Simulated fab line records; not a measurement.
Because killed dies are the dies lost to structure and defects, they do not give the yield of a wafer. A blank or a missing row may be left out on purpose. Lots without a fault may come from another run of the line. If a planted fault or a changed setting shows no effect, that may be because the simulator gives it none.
Problem report in the 8D (eight disciplines) form, filled by code    flow sky130    the parts of the form that need people (team, actions taken, sign-off) are left out

== 1. WHAT IS WRONG ==
Across 4 wafers from 2 lots, VT_ADJUST_HVTP_TW at SKY_VT_ADJUST_HVTP_TW_MEAS_11 averages 1314, while fault-free wafers read 1367 with a standard deviation of 11. That puts it -4.8 standard deviations away from the usual mean.
First seen on wafer L352.2, day 9 04:49, on filmMetro-04. The record has a number at this step for 18 wafers belonging to 6 lots. By rule, "out" or "out of limits" means more than 4 standard deviations away from the usual mean. The other wafers with a number count as sound.

== 2. WHAT IT IS, WHAT IT ISN'T ==
question                     is                              is not
which readings at this step  VT_ADJUST_HVTP_TW               -
which lots                   L352, L354                      L346, L351, L359, L364
which wafers of those lots   L352.2, L352.4, L354.2, L354.4  L352.1, L354.6
read on which gauges         filmMetro-03, filmMetro-04      filmMetro-02
when                         from day 9 04:49                up to then (7 sound wafers); but 7 sound wafers of L354, L359, L364 came after

== 3. WHAT RULES OUT EACH SUSPECT ==
Counting: if a tool at a process step up to the reading ran every lot that is out, it stays a suspect. Sound lots after the first of them don't rule it out here, since some wafers of a struck lot are sound.
- the gauge at SKY_VT_ADJUST_HVTP_TW_MEAS_11 is ruled out. The wafers that are out were read on 2 gauges (filmMetro-03, filmMetro-04).
- implanter-01 at SKY_VT_ADJUST_HVTP_IMPLANT_09: kept. It ran every lot that is out, first L352 (day 9 04:34); its last sound lot up to then is L351 (day 8 20:37).
Left after counting: implanter-01 at SKY_VT_ADJUST_HVTP_IMPLANT_09.

== 4. THE CAUSE (what the simulator had put in) ==
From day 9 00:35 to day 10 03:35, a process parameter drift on implanter-01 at SKY_VT_ADJUST_HVTP_IMPLANT_09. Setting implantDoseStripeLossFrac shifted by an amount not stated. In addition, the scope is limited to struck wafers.
Only this tool survived the counting.

== 5. THE EFFECT CHAIN, in route order ==
One row per reading whose mean, taken over the struck wafers that have a number, lies over 3 standard deviations from the usual. Scope: only readings with a usual standard deviation given in the record; hours: median across lots of the time from each lot's start at the first step in this table that gives one to its start at this step; sigmas: change in usual standard deviations.
hours  step                           reading            usual  on struck wafers  change  sigmas
0      SKY_VT_ADJUST_HVTP_TW_MEAS_11  VT_ADJUST_HVTP_TW  1367   1314              -52     -4.8

== 6. WHAT WOULD HAVE CAUGHT IT SOONER ==
In this record the first reading out of limits at a measuring or inspecting step was taken at day 9 04:49, 4 hours after the fault began at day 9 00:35.
An alarm limit of 4 standard deviations would not have fired on the tool readings at SKY_VT_ADJUST_HVTP_IMPLANT_09 for which the record gives a usual standard deviation, since none of them was out on any struck wafer.
Lots out: 2; of these, L354 started SKY_VT_ADJUST_HVTP_IMPLANT_09 on implanter-01 after day 9 04:49. Holding the tool at that time would have saved it.
